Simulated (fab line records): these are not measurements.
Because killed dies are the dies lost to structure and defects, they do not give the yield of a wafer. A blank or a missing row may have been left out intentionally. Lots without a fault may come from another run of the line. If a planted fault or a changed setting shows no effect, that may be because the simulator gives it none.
Which tool was responsible? :: flow sky130 :: 21 wafers sampled from 7 lots at 1 step of a route of 708

WHAT THE GAUGES READ, wafer by wafer
SKY_VIA2_CD_MEAS_12 targets a cd of 200 nm.
lot: L968
measured: day 36 20:35
on: cd_sem-01
cd_nm (nm): 201.6 202.1 200.7

lot: L970
measured: day 37 14:54
on: cd_sem-01
cd_nm (nm): 198.6 198.3 198.4

lot: L972
measured: day 37 19:02
on: cd_sem-01
cd_nm (nm): 201.0 200.7 199.7

lot: L975
measured: day 38 17:22
on: cd_sem-01
cd_nm (nm): 200.8 200.0 202.1

lot: L980
measured: day 40 08:18
on: cd_sem-01
cd_nm (nm): 200.0 199.4 199.5

lot: L982
measured: day 40 17:50
on: cd_sem-02
cd_nm (nm): 204.4 203.4 203.2

lot: L989
measured: day 42 18:08
on: cd_sem-01
cd_nm (nm): 201.6 200.0 200.6

TOOL THAT RAN EACH LOT (tool first, then ch and the chambers of the sampled wafers, then the start)
There is no process step in the record ahead of these readings.

THE ANSWER, worked out from the rows above alone
Rule: what is usual is taken from the lots themselves. Put in order of their means at a reading, lots are off if they are a third of the lots or fewer, leave a main group of 4 or more, and stand apart from it by a gap of 3 or more times the standard deviation of the main group's means; of several such gaps the widest counts. If all means in a main group match to the digits the tables above print for the reading, that group is not used. Also off: a lot with no number at a reading for which 4 or more lots have one. The other lots that the step has rows for count as sound.
No lot is off at any reading shown: from this, nothing can be told.

WHAT WAS PUT IN BY THE SIMULATOR
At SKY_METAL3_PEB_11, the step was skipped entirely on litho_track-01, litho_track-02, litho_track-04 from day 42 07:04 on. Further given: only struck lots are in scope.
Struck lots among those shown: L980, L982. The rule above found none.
